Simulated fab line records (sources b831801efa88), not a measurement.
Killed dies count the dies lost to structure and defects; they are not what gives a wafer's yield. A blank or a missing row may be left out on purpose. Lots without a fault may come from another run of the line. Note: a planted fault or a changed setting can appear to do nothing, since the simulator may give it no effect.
Which of the tools did it? ; flow sky130 ; 12 lots with 36 wafers sampled at 5 steps, on a route of 708 steps

== WHAT THE GAUGES READ, wafer by wafer ==
SKY_METAL1_OVL_MEAS_16.
lot;measured;on;METAL1_OVL (nm)
L075;day 33 02:02;overlay-02;-6 -1 -9
L077;day 34 13:37;overlay-02;-8 -3 0
L080;day 34 17:01;overlay-02;-2 -5 -3
L081;day 34 21:08;overlay-01;-1 4 4
L083;day 35 17:47;overlay-01;-8 2 -8
L084;day 36 06:44;overlay-02;-1 -3 0
L089;day 38 01:02;overlay-01;-12 -6 -7
L088;day 38 02:37;overlay-01;-13 -11 -10
L091;day 38 08:10;overlay-01;-5 -5 -3
L093;day 38 13:58;overlay-01;-6 -4 0
L095;day 39 08:29;overlay-02;-3 -2 -6
L097;day 39 16:20;overlay-02;-3 0 -2

== WHICH TOOL RAN EACH LOT (tool, then ch and the chambers of the sampled wafers, then the start) ==
lot;SKY_LI_CONTACT_ETCH_14;SKY_CONTACT_ETCH_18;SKY_CONTACT_SPUTTER_23;SKY_CONTACT_CMP_27
L075;rie-diel-02 ch 0,2,3, day 29 11:48;rie-diel-01 ch 0,1,3, day 31 22:24 or earlier;pvd-sputter-04, day 31 22:24;cmp-01 ch 0,2,3, day 31 22:51
L077;rie-diel-04 ch 0,1, day 30 22:25;rie-diel-02 ch 2,3, day 33 10:25 or earlier;pvd-sputter-03, day 33 10:25;cmp-01 ch 1,2,3, day 33 10:46
L080;rie-diel-03 ch 1,3, day 31 00:54;rie-diel-02 ch 1,2,3, day 33 12:19 or earlier;pvd-sputter-03, day 33 12:19;cmp-01 ch 0,3, day 33 12:40
L081;rie-diel-03 ch 0,2,3, day 31 07:34;rie-diel-03 ch 1,2,3, day 33 16:44 or earlier;pvd-sputter-04, day 33 16:44;cmp-02 ch 0,1,2, day 33 17:05
L083;rie-diel-04 ch 0,3, day 32 03:47;rie-diel-02 ch 2,3, day 34 14:20 or earlier;pvd-sputter-02, day 34 14:20;cmp-01 ch 0,1,3, day 34 15:05
L084;rie-diel-03 ch 1,2,3, day 32 16:40;rie-diel-02 ch 0,2,3, day 35 03:22 or earlier;pvd-sputter-03, day 35 03:22;cmp-01 ch 0,1, day 35 03:46
L089;rie-diel-03 ch 0,2,3, day 34 14:13;rie-diel-03 ch 0,2,3, day 36 21:57 or earlier;pvd-sputter-04, day 36 21:57;cmp-02 ch 1,2,3, day 36 22:32
L088;rie-diel-04 ch 0,1,2, day 34 16:49;rie-diel-02 ch 0,2,3, day 36 23:22 or earlier;pvd-sputter-02, day 36 23:22;cmp-02 ch 0,2,3, day 36 23:45
L091;rie-diel-04 ch 1,2, day 34 21:05;rie-diel-01 ch 1,2, day 37 05:17 or earlier;pvd-sputter-03, day 37 05:17;cmp-02 ch 1,2, day 37 05:38
L093;rie-diel-04 ch 1,2, day 35 03:46;rie-diel-03 ch 0,1,3, day 37 11:52 or earlier;pvd-sputter-03, day 37 11:52;cmp-02 ch 1,2, day 37 12:14
L095;rie-diel-03 ch 2,3, day 35 23:09;rie-diel-02 ch 0,2, day 38 06:38 or earlier;pvd-sputter-04, day 38 06:38;cmp-02 ch 0,1,3, day 38 06:59
L097;rie-diel-03 ch 0,1,3, day 36 08:15;rie-diel-03 ch 1,2,3, day 38 16:30 or earlier;pvd-sputter-04, day 38 16:30;cmp-02 ch 0,1,3, day 38 16:54
- SKY_LI_CONTACT_ETCH_14: etches BARC in N2/H2, stops on SiO2, time 45.9 s, target depth 60 nm.
- SKY_CONTACT_ETCH_18: etches Si3N4 in CHF3/O2, stops on TiN, time 39 s, target depth 75 nm.
- SKY_CONTACT_SPUTTER_23: material TiN, target thk 20 nm, time 80 s.
- SKY_CONTACT_CMP_27: polishes, stops on SiO2, t overpolish 15 s, target thk 0 nm.

== THE ANSWER, worked out from the rows above alone ==
Rule: what is usual is taken from the lots themselves. Put in order of their means at a reading, lots are off if they are a third of the lots or fewer, leave a main group of 4 or more, and stand apart from it by a gap of 3 or more times the standard deviation of the main group's means; of several such gaps the widest counts. A main group is skipped when, at the precision printed for the reading in the tables above, its means are all equal. Also off: a lot with no number at a reading for which 4 or more lots have one. All remaining lots with rows at the step are treated as sound.
Across all readings shown, no lot is off: no conclusion can be drawn from this.

== WHAT THE SIMULATOR PUT IN ==
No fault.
